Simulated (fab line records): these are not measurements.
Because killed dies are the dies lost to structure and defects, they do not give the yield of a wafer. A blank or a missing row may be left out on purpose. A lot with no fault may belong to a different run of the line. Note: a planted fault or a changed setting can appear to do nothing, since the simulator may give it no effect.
Which tool was responsible? / flow gf180mcu / 24 lots, 72 wafers sampled, at 2 steps of a route of 602

== WHAT EACH GAUGE READ, for each wafer ==
GF_V1_THK_MEAS_25: measures by xrf.
lot=L074; measured=day 17 18:16; on=film-metro-04; V1_W_THK (nm)=330 337 335
lot=L075; measured=day 19 04:20; on=film-metro-04; V1_W_THK (nm)=335 335 334
lot=L076; measured=day 19 11:44; on=film-metro-04; V1_W_THK (nm)=327 328 325
lot=L077; measured=day 19 15:19; on=film-metro-04; V1_W_THK (nm)=327 328 330
lot=L078; measured=day 19 21:51; on=film-metro-04; V1_W_THK (nm)=336 335 341
lot=L079; measured=day 20 05:45; on=film-metro-04; V1_W_THK (nm)=339 339 342
lot=L080; measured=day 20 12:43; on=film-metro-03; V1_W_THK (nm)=339 339 338
lot=L081; measured=day 21 01:32; on=film-metro-02; V1_W_THK (nm)=327 334 331
lot=L083; measured=day 21 20:12; on=film-metro-03; V1_W_THK (nm)=328 330 332
lot=L082; measured=day 21 22:09; on=film-metro-04; V1_W_THK (nm)=329 327 328
lot=L084; measured=day 22 00:31; on=film-metro-02; V1_W_THK (nm)=335 339 345
lot=L085; measured=day 22 10:56; on=film-metro-02; V1_W_THK (nm)=334 340 338
lot=L086; measured=day 22 14:16; on=film-metro-03; V1_W_THK (nm)=342 333 333
lot=L087; measured=day 23 08:08; on=film-metro-02; V1_W_THK (nm)=330 333 337
lot=L088; measured=day 23 13:43; on=film-metro-02; V1_W_THK (nm)=336 329 331
lot=L089; measured=day 23 21:01; on=film-metro-04; V1_W_THK (nm)=327 331 330
lot=L090; measured=day 23 23:47; on=film-metro-02; V1_W_THK (nm)=332 337 334
lot=L091; measured=day 24 14:14; on=film-metro-04; V1_W_THK (nm)=330 338 331
lot=L092; measured=day 25 04:37; on=film-metro-02; V1_W_THK (nm)=327 337 338
lot=L093; measured=day 25 10:00; on=film-metro-04; V1_W_THK (nm)=327 327 331
lot=L094; measured=day 25 14:45; on=film-metro-04; V1_W_THK (nm)=337 340 334
lot=L095; measured=day 25 19:42; on=film-metro-03; V1_W_THK (nm)=333 337 336
lot=L096; measured=day 25 22:27; on=film-metro-03; V1_W_THK (nm)=336 336 335
lot=L097; measured=day 26 02:52; on=film-metro-03; V1_W_THK (nm)=328 330 328

GF_M2_RS_MEAS_05: measures by four-point-probe.
lot=L074; measured=day 17 18:52; on=film-metro-02; M2_ALCU_RS (ohm/sq)=0.0685 0.0689 0.0681
lot=L075; measured=day 19 04:55; on=film-metro-02; M2_ALCU_RS (ohm/sq)=0.0693 0.0694 0.0691
lot=L076; measured=day 19 12:19; on=film-metro-04; M2_ALCU_RS (ohm/sq)=0.0691 0.0693 0.0696
lot=L077; measured=day 19 15:55; on=film-metro-01; M2_ALCU_RS (ohm/sq)=0.0691 0.0705 0.0696
lot=L078; measured=day 19 22:26; on=film-metro-02; M2_ALCU_RS (ohm/sq)=0.0701 0.0694 0.0687
lot=L079; measured=day 20 06:20; on=film-metro-04; M2_ALCU_RS (ohm/sq)=0.0709 0.0693 0.0691
lot=L080; measured=day 20 13:17; on=film-metro-02; M2_ALCU_RS (ohm/sq)=0.0695 0.0710 0.0705
lot=L081; measured=day 21 02:08; on=film-metro-02; M2_ALCU_RS (ohm/sq)=0.0696 0.0691 0.0695
lot=L083; measured=day 21 20:47; on=film-metro-04; M2_ALCU_RS (ohm/sq)=0.0710 0.0707 0.0715
lot=L082; measured=day 21 22:44; on=film-metro-01; M2_ALCU_RS (ohm/sq)=0.0694 0.0700 0.0700
lot=L084; measured=day 22 01:08; on=film-metro-02; M2_ALCU_RS (ohm/sq)=0.0692 0.0676 0.0702
lot=L085; measured=day 22 11:31; on=film-metro-01; M2_ALCU_RS (ohm/sq)=0.0701 0.0689 0.0683
lot=L086; measured=day 22 14:50; on=film-metro-02; M2_ALCU_RS (ohm/sq)=0.0689 0.0704 0.0703
lot=L087; measured=day 23 08:43; on=film-metro-01; M2_ALCU_RS (ohm/sq)=0.0695 0.0695 0.0690
lot=L088; measured=day 23 14:17; on=film-metro-04; M2_ALCU_RS (ohm/sq)=0.0707 0.0715 0.0718
lot=L089; measured=day 23 21:37; on=film-metro-02; M2_ALCU_RS (ohm/sq)=0.0683 0.0696 0.0691
lot=L090; measured=day 24 00:22; on=film-metro-04; M2_ALCU_RS (ohm/sq)=0.0702 0.0683 0.0694
lot=L091; measured=day 24 14:49; on=film-metro-02; M2_ALCU_RS (ohm/sq)=0.0690 0.0690 0.0674
lot=L092; measured=day 25 05:13; on=film-metro-04; M2_ALCU_RS (ohm/sq)=0.0705 0.0693 0.0706
lot=L093; measured=day 25 10:36; on=film-metro-01; M2_ALCU_RS (ohm/sq)=0.0681 0.0679 0.0684
lot=L094; measured=day 25 15:21; on=film-metro-01; M2_ALCU_RS (ohm/sq)=0.0685 0.0689 0.0699
lot=L095; measured=day 25 20:17; on=film-metro-02; M2_ALCU_RS (ohm/sq)=0.0685 0.0671 0.0694
lot=L096; measured=day 25 23:18; on=film-metro-02; M2_ALCU_RS (ohm/sq)=0.0696 0.0685 0.0680
lot=L097; measured=day 26 03:28; on=film-metro-01; M2_ALCU_RS (ohm/sq)=0.0682 0.0669 0.0683

== WHICH TOOL RAN EACH LOT (tool, then ch and the chambers of the sampled wafers, then the start) ==
The record holds no process step before these readings.

== AS READ BY THE TOOLS THEMSELVES (means over the sampled wafers that have a number; for cases with no such wafer, the mark the record gives instead) ==
The record holds no such reading with a usual standard deviation.

== THE ANSWER, worked out from the rows above alone ==
Rule: the lots themselves supply what counts as usual. The widest of any qualifying gaps counts: lots, ordered by their means at a reading, are off when they make up no more than a third of the lots, leave a main group of 4 or more, and stand apart from it by 3 or more times the standard deviation of that group's means. Not used: any main group whose means are identical at the precision the tables above print for the reading. Also off: a lot with no number at a reading for which 4 or more lots have one. The other lots that the step has rows for count as sound. After the gauges, taken in route order, come the tools' own readings; for these a lot's mean is taken, as printed above. The first step at which some lot is off is used, and at that step the reading that is off furthest; a lot without a number counts as furthest.
No lot is off on any of the readings shown, so nothing can be concluded from this.

== WHAT THE SIMULATOR HAD INSERTED ==
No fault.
